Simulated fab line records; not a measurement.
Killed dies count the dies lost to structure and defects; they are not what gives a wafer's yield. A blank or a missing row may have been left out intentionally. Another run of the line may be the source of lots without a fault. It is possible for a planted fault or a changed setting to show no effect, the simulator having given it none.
2 desks, one fault || flow sky130 || every desk sees just its own numbers, and what lay behind them comes last

## FOR THE TOOL OWNER'S DESK: implanter-03
The tool's own readings at SKY_POLY_GATE_IMPLANT_02, given as means over the sampled wafers that have a number, one for each lot that went through this tool. If a lot's mean is further than 4 standard deviations from the usual mean, the lot is out of limits and carries the mark OUT (the distance appears in the brackets).
Columns: A = faraday-current-uA at SKY_POLY_GATE_IMPLANT_02, usual 10575
{"lot": "L981", "first seen here": "day 19 16:05", "A": 11405}
{"lot": "L985", "first seen here": "day 21 01:52", "A": 11186}
{"lot": "L987", "first seen here": "day 21 21:13", "A": 11270}
{"lot": "L988", "first seen here": "day 22 06:10", "A": 11193}
Result from this desk: across the 4 lots, nothing is out of limits.

## METROLOGY DESK
What the gauges read, lot by lot, whatever tool the lot ran on: means of the sampled wafers that have a number. If a lot's mean is further than 4 standard deviations from the usual mean, the lot is out of limits and carries the mark OUT (the distance appears in the brackets). Readings shown: 7 of its 8, picked as those furthest out on some lot.
Columns: A = GATE_OXIDE_TW at SKY_GATE_OXIDE_TW_MEAS_14, usual 224.1; B = POLY_GATE_CVD_00_THK at SKY_POLY_GATE_THK_MEAS_01, usual 180.9 nm; C = POLY_GATE_TW at SKY_RES_PROTECT_TW_MEAS_08, usual 4041; D = POLY_GATE_CVD_03_THK at SKY_POLY_GATE_THK_MEAS_04, usual 75.0 nm; E = POLY_GATE_OVL at SKY_POLY_GATE_OVL_MEAS_14, usual -1 nm; F = POLY_GATE_OXIDATION_THK at SKY_POLY_GATE_THK_MEAS_21, usual 3.99 nm; G = cd-nm at SKY_POLY_GATE_CD_MEAS_22, usual 149.5 nm
{"lot": "L973", "first seen here": "day 15 20:32", "A": 222.3, "B": 180.0, "C": 4036, "D": 74.5, "E": -3, "F": 4.07, "G": 152.5}
{"lot": "L978", "first seen here": "day 17 02:53", "A": 226.4, "B": 180.3, "C": 3999, "D": 75.0, "E": 5, "F": 3.87, "G": 148.3}
{"lot": "L980", "first seen here": "day 17 19:47", "A": 224.3, "B": 178.8, "C": 4008, "D": 75.6, "E": -2, "F": 3.92, "G": 148.2}
{"lot": "L981", "first seen here": "day 18 04:35", "A": 221.8, "B": 178.0, "C": 3991, "D": 76.1, "E": 3, "F": 3.96, "G": 151.1}
{"lot": "L985", "first seen here": "day 19 16:46", "A": 219.8, "B": 180.6, "C": 4030, "D": 75.2, "E": 8, "F": 4.08, "G": 148.7}
{"lot": "L987", "first seen here": "day 20 10:40", "A": 225.2, "B": 183.6, "C": 4064, "D": 74.5, "E": -8, "F": 3.89, "G": 146.7}
{"lot": "L988", "first seen here": "day 20 20:26", "A": 224.9, "B": 180.4, "C": 4019, "D": 76.2, "E": -2, "F": 3.96, "G": 149.1}
Result from this desk: across the 7 lots, nothing is out of limits.

## TAKEN TOGETHER
Nothing out of limits was seen by the tool owner's desk.
Metrology desk: nothing out of limits seen.

## WHAT WAS PUT IN BY THE SIMULATOR
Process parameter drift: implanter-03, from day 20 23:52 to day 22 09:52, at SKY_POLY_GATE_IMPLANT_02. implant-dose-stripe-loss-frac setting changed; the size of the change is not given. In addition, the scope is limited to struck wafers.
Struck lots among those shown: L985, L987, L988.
